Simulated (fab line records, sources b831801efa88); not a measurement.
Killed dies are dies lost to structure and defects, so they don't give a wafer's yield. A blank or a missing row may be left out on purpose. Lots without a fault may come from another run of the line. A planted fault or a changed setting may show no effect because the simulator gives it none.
Which tool did it? | flow sky130 | 6 lots, 18 wafers sampled, at 2 steps of a route of 708

WHAT THE GAUGES READ, wafer by wafer
SKY_NWELL_TW_MEAS_15.
lot  | measured     | on            | NWELL_TW
L342 | day 5 10:40  | film_metro-02 | 1789 1784 1783
L346 | day 6 06:00  | film_metro-02 | 1802 1798 1793
L350 | day 7 08:15  | film_metro-02 | 1690 1688 1695
L357 | day 8 21:18  | film_metro-04 | 1836 1823 1841
L360 | day 9 21:37  | film_metro-04 | 1846 1834 1845
L362 | day 10 08:18 | film_metro-02 | 1796 1786 1797

WHICH TOOL RAN EACH LOT (tool, then ch and the chambers of the sampled wafers, then the start)
lot  | SKY_NWELL_IMPLANT_11
L342 | implanter-04 ch 0, day 5 10:07
L346 | implanter-03 ch 0, day 6 05:27
L350 | implanter-03 ch 0, day 7 07:42
L357 | implanter-01 ch 0, day 8 20:45
L360 | implanter-01 ch 0, day 9 21:04
L362 | implanter-01 ch 0, day 10 07:45
- SKY_NWELL_IMPLANT_11

THE ANSWER, worked out from the rows above alone
Rule: what is usual is taken from the lots themselves. Put in order of their means at a reading, lots are off if they are a third of the lots or fewer, leave a main group of 4 or more, and stand apart from it by a gap of 3 or more times the standard deviation of the main group's means; of several such gaps the widest counts. A main group whose means are all the same, to the digits that the tables above print for the reading, isn't used. A lot without any number at a reading at which 4 lots or more have one is off too. The other lots that the step has rows for count as sound.
Off: L350, at SKY_NWELL_TW_MEAS_15 (NWELL_TW). The main group: mean 1810, standard deviation 23.
A tool fits if, at a process step before that reading, it ran every lot that is off, and no sound lot after the first of them. The gauges at SKY_NWELL_TW_MEAS_15 are tried like those tools. One fits: implanter-03 at SKY_NWELL_IMPLANT_11. Its last sound lot is L346 (day 6 05:27), its first lot that is off L350 (day 7 07:42): a fault that began between those two fits.

WHAT THE SIMULATOR HAD PUT IN
Process parameter drift: implanter-03, from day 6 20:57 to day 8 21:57, at SKY_NWELL_IMPLANT_11. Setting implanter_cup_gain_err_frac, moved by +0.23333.
Lots struck among those shown: L350. The rule above found the same.
